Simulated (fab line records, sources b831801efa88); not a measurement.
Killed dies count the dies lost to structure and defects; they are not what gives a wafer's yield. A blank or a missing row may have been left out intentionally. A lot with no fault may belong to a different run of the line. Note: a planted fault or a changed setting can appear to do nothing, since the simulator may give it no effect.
Which tool was responsible?    flow sfqLine    route of 325 steps, sampled at 1 step: 14 lots, 42 wafers

== WHAT THE GAUGES SHOWED, per wafer ==
SFQ_I3_BOW_MEAS_922. Usual: I3_BOW typically reads 3 um, with standard deviation 9.
lot   measured      on            I3_BOW (um)  flag
L473  day 35 03:01  filmMetro-01  15 13 13     
L474  day 35 18:01  filmMetro-01  -6 5 2       
L476  day 41 06:44  filmMetro-01  -1 4 4       
L477  day 41 15:46  filmMetro-04  5 -1 8       
L478  day 42 00:43  filmMetro-04  -9 -4 1      
L485  day 49 23:41  filmMetro-02  -8 6 -7      
L486  day 50 04:52  filmMetro-04  4 1 -1       
L487  day 50 09:43  filmMetro-02  2 -1 -13     
L491  day 50 22:34  filmMetro-01  -7 -7 -14    
L492  day 51 01:36  filmMetro-04  1 8 8        
L493  day 51 04:34  filmMetro-01  13 25 8      
L494  day 51 10:32  filmMetro-02  0 10 7       
L495  day 51 11:34  filmMetro-04  -2 3 5       
L496  day 51 13:32  filmMetro-01  3 10 2       

== WHAT TOOL EACH LOT RAN ON (gives the tool, then ch and the chambers of the sampled wafers, and finally the start) ==
Record: no process step prior to these readings.

== WHAT THE TOOLS THEMSELVES READ (means of the sampled wafers that have a number; where no wafer has one, the mark that the record gives instead) ==
The record holds no such reading with a usual standard deviation.

== THE ANSWER, worked out from the rows above alone ==
Rule: take the mean of a lot's wafers that have a number; if it is more than 3 standard deviations from the usual mean, the lot is off. A lot without any number at a reading at which 4 lots or more have one is off too. All remaining lots with rows at the step are treated as sound. First the gauges in route order, then the tools' own readings, where a lot's mean is used as printed above. The first step at which some lot is off is used, and at that step the reading that is off furthest; a lot without a number counts as furthest.
No lot is off at any reading shown: from this, nothing can be told.

== WHAT THE SIMULATOR HAD PUT IN ==
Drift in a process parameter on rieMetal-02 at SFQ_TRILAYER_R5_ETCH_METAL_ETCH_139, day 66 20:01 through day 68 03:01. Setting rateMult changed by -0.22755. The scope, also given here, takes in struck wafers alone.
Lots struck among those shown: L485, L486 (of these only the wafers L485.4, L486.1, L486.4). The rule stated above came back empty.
